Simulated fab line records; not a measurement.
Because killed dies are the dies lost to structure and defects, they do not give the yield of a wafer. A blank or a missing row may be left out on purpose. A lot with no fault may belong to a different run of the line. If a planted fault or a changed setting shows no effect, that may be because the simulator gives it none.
Which tool was responsible? | flow sky130 | Sampling: 13 lots, 39 wafers, 2 of 708 route steps

WHAT EACH GAUGE READ, for each wafer
SKY_VT_ADJUST_HVTR_CD_MEAS_07 targets a cd of 380 nm. Usual: cd_nm at 380 nm, with a standard deviation of 3.1.
lot  | measured     | on        | cd_nm (nm)  | flag
L974 | day 10 07:17 | cd_sem-02 | 382 383 384 |
L977 | day 10 07:52 | cd_sem-01 | 383 383 386 |
L979 | day 10 23:58 | cd_sem-01 | 376 377 376 |
L983 | day 12 16:23 | cd_sem-01 | 376 376 378 |
L985 | day 12 20:13 | cd_sem-02 | 378 379 379 |
L986 | day 13 05:22 | cd_sem-02 | 377 374 378 |
L988 | day 14 08:53 | cd_sem-02 | 383 383 380 |
L989 | day 15 00:35 | cd_sem-01 | 386 385 385 |
L992 | day 15 10:16 | cd_sem-01 | 377 375 376 |
L991 | day 15 11:59 | cd_sem-01 | 377 378 375 |
L993 | day 15 16:28 | cd_sem-02 | 378 376 377 |
L996 | day 16 13:56 | cd_sem-01 | 378 379 380 |
L997 | day 16 22:55 | cd_sem-01 | 386 388 386 |

SKY_VT_ADJUST_PCH_OVL_MEAS_07. Usual: VT_ADJUST_PCH_OVL typically reads -0.4 nm, with standard deviation 1.4.
lot  | measured     | on         | VT_ADJUST_PCH_OVL (nm) | flag
L974 | day 11 06:50 | overlay-01 | 0.9 0.2 0.4            |
L977 | day 11 07:36 | overlay-01 | 0.0 1.0 0.6            |
L979 | day 12 00:16 | overlay-02 | 0.9 1.3 0.0            |
L983 | day 13 18:03 | overlay-01 | 0.2 1.0 0.5            |
L985 | day 13 21:58 | overlay-02 | -0.4 -1.2 -0.1         |
L986 | day 14 07:04 | overlay-02 | -2.7 -2.0 -2.2         |
L988 | day 15 11:02 | overlay-01 | -1.9 -1.6 -1.7         |
L989 | day 16 04:37 | overlay-01 | -2.6 -3.2 -2.2         |
L992 | day 16 13:38 | overlay-02 | -0.3 0.4 0.4           |
L991 | day 16 15:59 | overlay-01 | 1.0 -0.4 0.8           |
L993 | day 16 20:38 | overlay-01 | -3.4 -1.9 -2.7         |
L996 | day 17 19:07 | overlay-02 | 1.7 2.1 1.9            |
L997 | day 18 04:49 | overlay-02 | -1.4 0.4 -1.2          |

WHAT TOOL EACH LOT RAN ON (gives the tool, then ch and the chambers of the sampled wafers, and finally the start)
The record shows no process step preceding these readings.

WHAT THE TOOLS THEMSELVES READ (means of the sampled wafers that have a number; where no wafer has one, the mark that the record gives instead)
The record holds no such reading with a usual standard deviation.

THE ANSWER, worked out from the rows above alone
Rule: a lot is off if the mean of its wafers that have a number lies more than 3 standard deviations from the usual mean. A lot without any number at a reading at which 4 lots or more have one is off too. All remaining lots with rows at the step are treated as sound. After the gauges, taken in route order, come the tools' own readings; for these a lot's mean is taken, as printed above. At the first step where some lot is off, the reading lying furthest off is the one used; lots without a number count as furthest.
No lot is off at any reading shown: from this, nothing can be told.

WHAT WAS PUT IN BY THE SIMULATOR
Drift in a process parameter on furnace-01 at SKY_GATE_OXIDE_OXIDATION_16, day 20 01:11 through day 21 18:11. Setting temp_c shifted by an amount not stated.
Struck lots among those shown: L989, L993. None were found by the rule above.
